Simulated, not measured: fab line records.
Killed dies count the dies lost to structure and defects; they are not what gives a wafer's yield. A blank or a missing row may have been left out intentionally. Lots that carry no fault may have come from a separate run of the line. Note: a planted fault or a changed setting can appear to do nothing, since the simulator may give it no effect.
fab line records	flow sfqLine
record: lots: 7	wafers: 21	lastDay: 81
route steps=325 shown I2@117 M3@118
lots with no fault: from the same line, run without faults
startH: the number of hours between the record's first day and the start of the first shown wafer of the lot	waitH: how many hours have passed since the lot's step before this one	" repeats the value in the row above	L1.1+2: one row covering several wafers at once	- no value, or no start was given	* or withheld: withheld	< > ~ a bound
route shown NAME@n: NAME is a module with steps in the file, n the number in the route of the first one	usual: mean/standard deviation taken from wafers without a fault	same: alike in all rows	chamber/n: place in a boat	sites: each site's reading	_std_site: the standard deviation of these	_edge_site: inner sites' mean taken away from outer sites' mean	radiusMm: for every site, how far away it sits from the centre of the wafer	mask NAME#n: copy n	behind: the most recent tool/chamber to have shaped the wafer	hold: what put the lot on hold/how long, in hours/how the hold closed	device: whichever transistor did not switch (one of n, p or np)	end of line: the tests these same wafers got at the end of their route	where a step has no rows: the recipe by itself	killed: dies that structure and defects cost at the first sort, which is not the same as the wafer's yield	map: shows each die of a wafer: x if killed, . if not, _ if none is there
set.NAME: the setting as run; set.NAME@STEP: as run at that earlier step	model.NAME: the simulator's own value behind a step, which no gauge read
lots seen at some steps along the route; tables by step, rows by wafer
services: the hour from which a tool's chamber was out of use, counted from the record's first day as startH (under 0 if before that day), plus the number of hours and why
== steps ==
step: SFQ_TRILAYER_I2_VIA_STRIP_SOLV_CLEAN_072
recipe: chemistry: NMP	tempC: 70	timeS: 600
step: SFQ_TRILAYER_M3_DEP_PRE_CLEAN_074
recipe: gas: Ar	timeS: 22.5	biasV: 250
step: SFQ_TRILAYER_M3_DEP_SPUTTER_073
recipe: material: Nb	basePressurePa: 1.33e-06	chamberPressurePa: 0.1333	substrateTempC: 20	resputterCathodeVoltageV: 400	targetThkNm: 200	powerW: 2050	timeS: 133.3
usual: throttleValvePct: 29.6/1.1
lot.wafer	tool	chamber	startH	waitH	throttleValvePct
L873.1	pvdSputter-05	-	473.33	0.0	28.1
L873.3	"	-	"	"	31.5
L873.6	"	-	"	"	30.3
L874.1	pvdSputter-06	-	479.33	0.0	30.2
L874.2	"	-	"	"	29.3
L874.5	"	-	"	"	28.1
L876.1	pvdSputter-05	-	610.90	0.0	31.4
L876.2	"	-	"	"	30.3
L876.4	"	-	"	"	28.4
L877.1	pvdSputter-05	-	698.37	0.0	30.2
L877.5	"	-	"	"	31.4
L877.6	"	-	"	"	28.2
L878.1	pvdSputter-04	-	714.14	0.0	28.9
L878.2	"	-	"	"	30.9
L878.3	"	-	"	"	28.9
L879.3	pvdSputter-05	-	725.27	0.0	28.2
L879.4	"	-	"	"	30.5
L879.5	"	-	"	"	30.1
L880.2	pvdSputter-04	-	734.15	0.0	30.9
L880.3	"	-	"	"	30.2
L880.5	"	-	"	"	28.9
step: SFQ_M3_RS_MEAS_919
recipe: thkMeasGauge: four-point-probe	reads: Nb_of_TRILAYER_M3_DEP_SPUTTER_073
usual: M3_NB_RS: 0.869/0.0087
lot.wafer	tool	chamber	startH	waitH	M3_NB_RS[ohm/sq]
L873.1	filmMetro-01	-	473.42	0.0	0.867
L873.3	"	-	"	"	0.865
L873.6	"	-	"	"	0.873
L874.1	filmMetro-02	-	479.42	0.0	0.877
L874.2	"	-	"	"	0.876
L874.5	"	-	"	"	0.875
L876.1	filmMetro-01	-	610.99	0.0	0.881
L876.2	"	-	"	"	0.874
L876.4	"	-	"	"	0.860
L877.1	filmMetro-01	-	698.46	0.0	0.857
L877.5	"	-	"	"	0.857
L877.6	"	-	"	"	0.851
L878.1	filmMetro-02	-	714.23	0.0	0.862
L878.2	"	-	"	"	0.862
L878.3	"	-	"	"	0.867
L879.3	filmMetro-02	-	725.40	0.1	0.876
L879.4	"	-	"	"	0.877
L879.5	"	-	"	"	0.875
L880.2	filmMetro-03	-	734.26	0.1	0.859
L880.3	"	-	"	"	0.857
L880.5	"	-	"	"	0.855
step: SFQ_TRILAYER_M3_LITHO_COAT_080
recipe: resist: BARC	spinRpm: 3000	resistThkNm: 62
step: SFQ_TRILAYER_M3_LITHO_COAT_075
recipe: resist: KrF	spinRpm: 3000	resistThkNm: 600
step: SFQ_TRILAYER_M3_LITHO_SOFTBAKE_079
recipe: tempC: withheld	timeS: withheld	resist: KrF
step: SFQ_TRILAYER_M3_LITHO_EXPOSE_076
recipe: maskId: M3	na: 0.6	sourceShape: conventional	sigmaOuter: 0.65	targetCdNm: 500	doseMj: 14.4
step: SFQ_TRILAYER_M3_LITHO_PEB_078
recipe: pebTempC: 115	pebTimeS: 60	resist: KrF
step: SFQ_TRILAYER_M3_LITHO_DEVELOP_077
recipe: timeS: 60	resist: KrF
step: SFQ_M3_OVL_MEAS_921
usual: M3_OVL: -1/5.1
lot.wafer	tool	chamber	startH	waitH	M3_OVL[nm]
L873.1	overlay-02	-	637.31	0.1	1
L873.3	"	-	"	"	3
L873.6	"	-	"	"	1
L874.1	overlay-02	-	642.11	0.1	11
L874.2	"	-	"	"	3
L874.5	"	-	"	"	6
L876.1	overlay-01	-	763.56	0.1	5
L876.2	"	-	"	"	9
L876.4	"	-	"	"	6
L877.1	overlay-01	-	839.44	0.1	-2
L877.5	"	-	"	"	-5
L877.6	"	-	"	"	1
L878.1	overlay-01	-	850.49	0.1	4
L878.2	"	-	"	"	-3
L878.3	"	-	"	"	-3
L879.3	overlay-01	-	862.38	0.1	-9
L879.4	"	-	"	"	1
L879.5	"	-	"	"	-5
L880.2	overlay-01	-	871.97	0.1	-9
L880.3	"	-	"	"	-9
L880.5	"	-	"	"	-7
step: SFQ_TRILAYER_M3_BARC_OPEN_METAL_ETCH_100
recipe: maskMaterial: PR	chemistry: O2	targetDepthNm: 125	target: BARC	icpW: 600	biasW: 80	pressureMtorr: 10	timeS: 41.7
usual: biasW: 80.03/0.26	drypumpMotorCurrentA: 5.6/0.51	oesProductAu: 0.685/0.0046	runLengthS: 69.7/0.45	timeS: 41.7/0
lot.wafer	tool	chamber	startH	waitH	biasW	drypumpMotorCurrentA	oesProductAu	rfHoursCounterH	runLengthS	timeS	model.KrF_of_TRILAYER_M3_LITHO_COAT_075.thkNm
L873.1	rieMetal-01	0	637.35	0.0	80.10	5.3	0.685	126	69.9	41.7	522.4
L873.3	"	1	"	"	80.38	6.2	0.683	-	69.6	41.7	521.2
L873.6	"	0	"	"	80.02	5.3	0.683	-	70.4	41.7	522.9
L874.1	rieMetal-04	1	642.15	0.0	80.34	5.8	0.688	82	69.1	41.7	522.6
L874.2	"	0	"	"	79.86	4.8	0.679	91	69.7	41.7	523
L874.5	"	1	"	"	80.09	5.8	0.686	-	69.3	41.7	520.7
L876.1	rieMetal-01	1	763.60	0.0	79.61	6.2	0.686	85	69.3	41.7	524.3
L876.2	"	0	"	"	80.10	5.3	0.685	139	70.1	41.7	527.1
L876.4	"	0	"	"	79.91	5.3	0.678	-	70.1	41.7	524
L877.1	rieMetal-02	1	839.48	0.0	80.01	5.2	0.688	124	69.9	41.7	525.9
L877.5	"	1	"	"	80.32	5.2	0.683	-	70.3	41.7	525
L877.6	"	0	"	"	80.45	6.1	0.676	-	69.6	41.7	523.8
L878.1	rieMetal-04	1	850.53	0.0	79.90	5.8	0.818	110	59.7	29.19	536.8
L878.2	"	0	"	"	80.34	4.8	0.816	118	60.6	29.19	537.7
L878.3	"	0	"	"	79.83	4.8	0.819	-	60.7	29.19	535.5
L879.3	rieMetal-01	1	862.42	0.0	79.80	6.2	0.818	-	60.0	29.19	538
L879.4	"	0	"	"	80.27	5.3	0.818	-	60.4	29.19	536
L879.5	"	0	"	"	80.08	5.3	0.828	-	60.8	29.19	538
L880.2	rieMetal-02	1	872.00	0.0	80.17	5.2	0.807	130	60.5	29.19	539.3
L880.3	"	0	"	"	79.63	6.1	0.815	-	60.1	29.19	538
L880.5	"	0	"	"	79.75	6.1	0.814	-	60.3	29.19	537.3
step: SFQ_TRILAYER_M3_ETCH_METAL_ETCH_078
recipe: target: Nb	stopOn: SiO2	maskMaterial: PR	chemistry: Cl2/Ar	targetDepthNm: 240	icpW: 600	biasW: 80	pressureMtorr: 10	timeS: 120
usual: biasW: 79.99/0.21	drypumpMotorCurrentA: 5.6/0.51	oesProductAu: 0.906/0.0064	runLengthS: 148.1/0.42	timeS: 120/0
lot.wafer	tool	chamber	startH	waitH	biasW	drypumpMotorCurrentA	oesProductAu	rfHoursCounterH	runLengthS	timeS	model.KrF_of_TRILAYER_M3_LITHO_COAT_075.thkNm
L873.1	rieMetal-01	0	637.41	0.0	80.29	5.3	0.907	126	148.3	120	381
L873.3	"	1	"	"	79.46	6.2	0.904	-	147.7	120	381
L873.6	"	0	"	"	80.06	5.3	0.904	-	148.3	120	382.4
L874.1	rieMetal-04	1	642.21	0.0	80.14	5.8	0.903	82	147.7	120	381.6
L874.2	"	0	"	"	79.55	4.8	0.905	91	148.8	120	381.6
L874.5	"	1	"	"	79.77	5.8	0.905	-	147.4	120	379
L876.1	rieMetal-01	1	763.66	0.0	79.86	6.2	0.893	85	147.4	120	382.7
L876.2	"	0	"	"	79.81	5.3	0.903	139	148.4	120	386.6
L876.4	"	0	"	"	79.44	5.3	0.908	-	148.2	120	382.1
L877.1	rieMetal-02	1	839.54	0.0	80.00	5.2	0.914	124	148.1	120	386.6
L877.5	"	1	"	"	80.26	5.2	0.913	-	148.3	120	385
L877.6	"	0	"	"	80.00	6.1	0.912	-	147.6	120	382.7
L878.1	rieMetal-04	1	850.59	0.0	80.11	5.8	0.912	110	147.3	120	395.4
L878.2	"	0	"	"	79.73	4.8	0.906	119	148.4	120	398
L878.3	"	0	"	"	79.75	4.8	0.901	-	148.5	120	394
L879.3	rieMetal-01	1	862.50	0.1	80.02	6.2	0.899	-	147.6	120	396.7
L879.4	"	0	"	"	79.73	5.3	0.899	-	148.3	120	394
L879.5	"	0	"	"	79.96	5.3	0.912	-	148.9	120	396.9
L880.2	rieMetal-02	1	872.06	0.0	80.02	5.2	0.915	130	148.3	120	398.5
L880.3	"	0	"	"	79.86	6.1	0.908	-	147.8	120	394.2
L880.5	"	0	"	"	79.99	6.1	0.903	-	147.9	120	393.7
step: SFQ_TRILAYER_M3_STRIP_STRIP_079
recipe: gas: O2	powerW: 200	platenTempC: 40	overashFraction: 0.65	chemistry: O2	pressureMtorr: 50
usual: drypumpMotorCurrentA: 5.6/0.51	oesProductAu: 1.000/0.0066
lot.wafer	tool	chamber	startH	waitH	drypumpMotorCurrentA	oesProductAu	rfHoursCounterH
L873.1	rieMetal-01	0	637.53	0.1	5.3	1.003	126
L873.3	"	1	"	"	6.2	1.006	-
L873.6	"	0	"	"	5.3	0.993	-
L874.1	rieMetal-04	1	642.33	0.1	5.8	0.999	83
L874.2	"	0	"	"	4.8	1.008	91
L874.5	"	1	"	"	5.7	1.004	-
L876.1	rieMetal-01	1	763.78	0.1	6.2	1.002	85
L876.2	"	0	"	"	5.3	0.992	140
L876.4	"	0	"	"	5.3	1.002	-
L877.1	rieMetal-02	1	839.66	0.1	5.2	0.998	124
L877.5	"	1	"	"	5.2	0.994	-
L877.6	"	0	"	"	6.2	1.002	-
L878.1	rieMetal-04	1	850.71	0.1	5.7	0.996	110
L878.2	"	0	"	"	4.8	0.997	119
L878.3	"	0	"	"	4.8	0.986	-
L879.3	rieMetal-01	1	862.79	0.2	6.2	1.016	-
L879.4	"	0	"	"	5.3	1.000	-
L879.5	"	0	"	"	5.3	1.005	-
L880.2	rieMetal-02	1	872.19	0.1	5.2	0.994	130
L880.3	"	0	"	"	6.1	1.002	-
L880.5	"	0	"	"	6.1	1.001	-
== services ==
tool	chamber	startH	hours	kind
pvdSputter-06	-	525.90	0.8	repair
rieMetal-04	1	568.46	8.6	repair
rieMetal-02	0	575.51	4.6	repair
rieMetal-02	0	592.82	10.0	repair
rieMetal-01	1	616.85	12.0	repair
pvdSputter-04	-	623.79	2.4	repair
pvdSputter-05	-	624.43	4.8	repair
pvdSputter-05	-	646.34	2.8	repair
pvdSputter-05	0	686.13	-	consumableReplace:kit
pvdSputter-05	0	686.13	18.0	scheduledDown
pvdSputter-05	0	686.13	18.0	ventCycle
rieMetal-01	-	695.73	14.6	pm
rieMetal-04	-	728.46	28.1	pm
pvdSputter-04	1	769.83	-	consumableReplace:kit
pvdSputter-04	1	769.83	18.0	scheduledDown
pvdSputter-04	1	769.83	18.0	ventCycle
rieMetal-01	-	776.70	0.8	repair
pvdSputter-04	-	797.96	8.8	repair
rieMetal-01	0	833.23	-	clean
rieMetal-01	0	833.23	17.7	scheduledDown
rieMetal-01	0	833.23	17.7	ventCycle
pvdSputter-05	-	837.34	2.3	repair
pvdSputter-04	-	838.04	4.0	repair
pvdSputter-06	-	847.61	1.6	repair
== key ==
firstSign: step: SFQ_TRILAYER_M3_BARC_OPEN_METAL_ETCH_100	reading: timeS	direction: down	sigmas: 99+	usual: *	struck: *
effect: step: SFQ_TRILAYER_M3_BARC_OPEN_METAL_ETCH_100	reading: oesProductAu	direction: up	sigmas: 29	usual: 0.685	struck: 0.817
modelEffect: step: SFQ_TRILAYER_M3_BARC_OPEN_METAL_ETCH_100	value: KrF_of_TRILAYER_M3_LITHO_COAT_075.thkNm	without: 521.9	struck: 537.4
modelEffect: step: SFQ_TRILAYER_M3_ETCH_METAL_ETCH_078	value: KrF_of_TRILAYER_M3_LITHO_COAT_075.thkNm	without: 380.2	struck: 395.7
metAt SFQ_TRILAYER_M3_BARC_OPEN_METAL_ETCH_100
struckWafers L878.1,L878.2,L878.3,L879.3,L879.4,L879.5,L880.2,L880.3,L880.5
onsetBetween 839.48 850.53
fault: kind: recipeVersionSkew	tool: rieMetal-01,rieMetal-02,rieMetal-04	chamber: -	onsetH: 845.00	steps: SFQ_TRILAYER_M3_BARC_OPEN_METAL_ETCH_100	wrongRecipe.timeS: *
